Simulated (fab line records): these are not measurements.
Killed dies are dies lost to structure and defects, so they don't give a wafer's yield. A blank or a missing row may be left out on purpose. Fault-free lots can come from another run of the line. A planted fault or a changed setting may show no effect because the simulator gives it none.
Problem report, 8D (eight disciplines) form, completed by code :: flow sky130 :: the parts of the form that need people (team, actions taken, sign-off) are left out

== 1. WHAT IS WRONG ==
At SKY_VT_ADJUST_LVTN_IMPLANT_19, beamEnergyKeV averages 30.497 over 6 wafers from 2 lots, while fault-free wafers read 29.999, standard deviation 0.0086. That is +58 standard deviations from the usual mean.
Earliest sighting: wafer L861.1 on implanter-03 at day 10 17:58. At this step, 18 wafers from 6 lots have a number in the record. Rule for "out", or "out of limits": more than 4 standard deviations from the usual mean. The other wafers with a number count as sound.

== 2. WHAT IT IS, AND WHAT IT ISN'T ==
question: which readings at this step
is: beamEnergyKeV
is not: -

question: which lots
is: L861, L862
is not: L858, L868, L871, L872

question: which wafers of those lots
is: all that have a number
is not: -

question: read on which tools
is: implanter-03
is not: implanter-01, implanter-02

question: when
is: from day 10 17:58
is not: up to then (3 sound wafers); but 9 sound wafers of L868, L871, L872 came after

== 3. WHAT RULES OUT EACH SUSPECT ==
Counting: any tool at a process step up to the reading is kept as a suspect provided that every lot that is out went through it and no sound lot did after the first of them.
- implanter-03 at SKY_VT_ADJUST_LVTN_IMPLANT_19: kept. Every lot that is out went through it, starting with L861 (day 10 17:58), and after that it ran no sound lot; the last sound lot it ran before then is L858 (day 10 11:25). On those wafers its own readings are out: beamEnergyKeV.
Remaining after the count: implanter-03 at SKY_VT_ADJUST_LVTN_IMPLANT_19.

== 4. THE CAUSE (what the simulator had put in) ==
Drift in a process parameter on implanter-03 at SKY_VT_ADJUST_LVTN_IMPLANT_19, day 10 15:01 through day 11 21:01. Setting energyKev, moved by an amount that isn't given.
This tool alone remained once counting was done.

== 5. THE EFFECT CHAIN, in route order ==
Each row: a reading whose mean over the struck wafers that have a number lies more than 3 standard deviations from the usual. Readings are gone through only where the record gives a usual standard deviation; hours: the median, over the lots, of the time from a lot's start at the first step in this table giving one to that lot's start at this step; sigmas: the change measured in usual standard deviations.
hours: 0
step: SKY_VT_ADJUST_LVTN_IMPLANT_19
reading: beamEnergyKeV
usual: 29.999
on struck wafers: 30.497
change: +0.498
sigmas: +58
Process steps it contains:
- SKY_VT_ADJUST_LVTN_IMPLANT_19

== 6. HOW IT WOULD HAVE BEEN CAUGHT EARLIER ==
In this record the first reading out of limits was taken at day 10 17:58, 3 hours after the fault began at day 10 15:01.
